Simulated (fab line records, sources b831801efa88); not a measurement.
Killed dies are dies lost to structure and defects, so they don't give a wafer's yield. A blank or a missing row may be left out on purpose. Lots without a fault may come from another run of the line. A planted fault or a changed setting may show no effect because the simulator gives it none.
A struck lot beside a sound one | flow sky130 | 21 steps out of a route of 708
Sound: wafers L576.2, L576.5, L576.6. Struck: wafers L588.2, L588.5, L588.6. The cause comes at the end.
At each step with rows: each side's tool, then ch and its chambers, then its first start. Under that, the readings that differ: sound wafers | struck wafers | difference of the means | sigmas: that difference in standard deviations of wafers without a fault.
alike: readings whose means differ by less than 2 such deviations, and words and numbers that are the same on both sides. not compared: withheld readings, readings that some wafer has no value for, bounds like >300 that may hide the same value, and numbers for which the record gives no deviation and whose values overlap.
The two part at a step that has a row with sigmas, a row that says differs or no value, or rows on one side only. Numbers that don't overlap but have no deviation are shown without sigmas and don't part them. A reading that every wafer of one side lacks parts them only if that side has two wafers or more.

first, 7 steps without rows for these wafers: SKY_DNWELL_HMDS_01 (prime time 60 s); SKY_DNWELL_COAT_02 (resist thk 3000 nm); SKY_DNWELL_SOFTBAKE_03; SKY_DNWELL_EXPOSE_04 (exposes mask DNM, target cd 3000 nm); SKY_DNWELL_PEB_05; SKY_DNWELL_DEVELOP_06 (develop time 60 s); SKY_DNWELL_IMPLANT_07.
SKY_DNWELL_STRIP_08: strips in O2/N2.
  sound on plasma_asher-02 ch 0,1, day 3 16:30; struck on plasma_asher-03 ch 0,1, day 6 15:12
  alike: drypump_motor_current_A, oes_product_au, strip_time_to_endpoint_s
  not compared: rf_hours_counter_h
SKY_DNWELL_TW_MEAS_09:
  sound on film_metro-01, day 3 16:37; struck on film_metro-01, day 6 15:19
  alike: DNWELL_TW
then, 3 steps without rows for these wafers: SKY_PWDE_DEHYDRATE_00 (time 60 s); SKY_PWDE_HMDS_01 (prime time 60 s); SKY_PWDE_COAT_02 (resist thk 3000 nm).
SKY_PWDE_SOFTBAKE_03:
  sound on litho_track-01 ch 0, day 4 00:26; struck on litho_track-01 ch 0, day 7 01:26
  reading                                | sound                | struck               | difference | sigmas
  heater_power_total_W (W)               | 65.41 65.14 65.32    | 68.57 68.58 68.31    | +3.20      | +23
  plate_temp_C (C)                       | 110.01 110.29 110.14 | 113.81 113.95 113.83 | +3.72      | +34
  model.coat_of_PWDE_COAT_02.thk_nm (nm) | 2999 2994 2992       | 2971 2969 2979       | -22        |
then, 2 steps without rows for these wafers: SKY_PWDE_EXPOSE_04 (exposes mask PWDEM, target cd 840 nm); SKY_PWDE_PEB_05.
SKY_PWDE_DEVELOP_06: develop time 60 s.
  sound on litho_track-01 ch 0; struck on litho_track-03 ch 0
  reading                                | sound          | struck         | difference | sigmas
  model.coat_of_PWDE_COAT_02.thk_nm (nm) | 2995 2990 2988 | 2967 2965 2974 | -22        |
SKY_PWDE_OVL_MEAS_07:
  sound on overlay-01, day 4 07:49; struck on overlay-02, day 7 10:11
  alike: PWDE_OVL
then, 1 step without rows for these wafers: SKY_PWDE_IMPLANT_08.
SKY_PWDE_STRIP_09: strips in O2/N2.
  sound on plasma_asher-01 ch 0,1, day 4 07:59; struck on plasma_asher-04 ch 0,1, day 7 10:22
  reading                      | sound             | struck            | difference | sigmas
  strip_time_to_endpoint_s (s) | 36.90 36.85 36.84 | 36.57 36.55 36.65 | -0.27      | -3
  alike: drypump_motor_current_A, oes_product_au
  not compared: rf_hours_counter_h
SKY_PWDE_TW_MEAS_10:
  sound on film_metro-04, day 4 08:06; struck on film_metro-03, day 7 10:28
  alike: PWDE_TW
then, 1 step without rows for these wafers: SKY_PAD_OPEN_PROBE_99.

WHERE THEY PART
First at SKY_PWDE_SOFTBAKE_03; last, within this record, at SKY_PWDE_STRIP_09. Later steps at which nothing parts them and some readings are alike: SKY_PWDE_TW_MEAS_10.

WHY: what the simulator had put in
Process parameter drift: litho_track-01, from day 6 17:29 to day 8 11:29, at SKY_PWDE_SOFTBAKE_03. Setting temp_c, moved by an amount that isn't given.
